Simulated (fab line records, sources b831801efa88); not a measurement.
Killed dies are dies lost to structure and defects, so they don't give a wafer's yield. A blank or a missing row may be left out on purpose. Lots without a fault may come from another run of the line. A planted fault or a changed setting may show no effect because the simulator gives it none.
Chamber matching | flow sfq_line | SFQ_TRILAYER_A5C_DEP_PECVD_142 on pecvd-02: 3 sister chambers
The step deposits SiO2 from SiH4/N2O, time 15.556 s, target thk 70 nm. 6 wafers are shown with their chamber, then 8 later ones without.

WAFERS WITH THEIR CHAMBER
wafer  | chamber | heater_power_w (W) | throttle_valve_pct (%)
L155.3 | 1       | 80                 | 24.8
L157.3 | 1       | 81                 | 24.7
L168.2 | 2       | 112                | 24.6
L168.3 | 0       | 76                 | 25.5
L168.5 | 0       | 74                 | 25.2
L171.3 | 2       | 105                | 24.4

WAFERS WITHOUT THEIR CHAMBER
wafer  | heater_power_w (W) | throttle_valve_pct (%)
L171.4 | 96                 | 24.6
L171.6 | 67                 | 25.4
L172.1 | 95                 | 24.7
L172.2 | 77                 | 25.4
L172.5 | 102                | 24.4
L173.1 | 86                 | 24.7
L173.2 | 108                | 24.2
L173.3 | 68                 | 25.7

WHICH CHAMBER EACH WENT THROUGH
wafer  | from the rows above     | in truth
L171.4 | can't be placed: 2 or 1 | 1
L171.6 | 0                       | 0
L172.1 | can't be placed: 2 or 1 | 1
L172.2 | 0                       | 0
L172.5 | 2                       | 2
L173.1 | 1                       | 1
L173.2 | 2                       | 2
L173.3 | 0                       | 0
Placed correctly: 6 of 8. Can't be placed from these rows: 2 (the true chamber is among the candidates in 2). Placed wrongly: 0.
How it was worked out, from the rows above alone: a wafer's distance from a chamber is the root of the sum, over the readings, of the square of ((its reading less the chamber's mean) divided by the reading's scatter). The wafer belongs to the nearest chamber; if the next one is less than 2 further off, it can't be placed. A chamber's mean is the mean of its shown wafers. The scatter: the root of (the sum of the squares of (reading less its chamber's mean) over the shown wafers, divided by (wafers less chambers)).
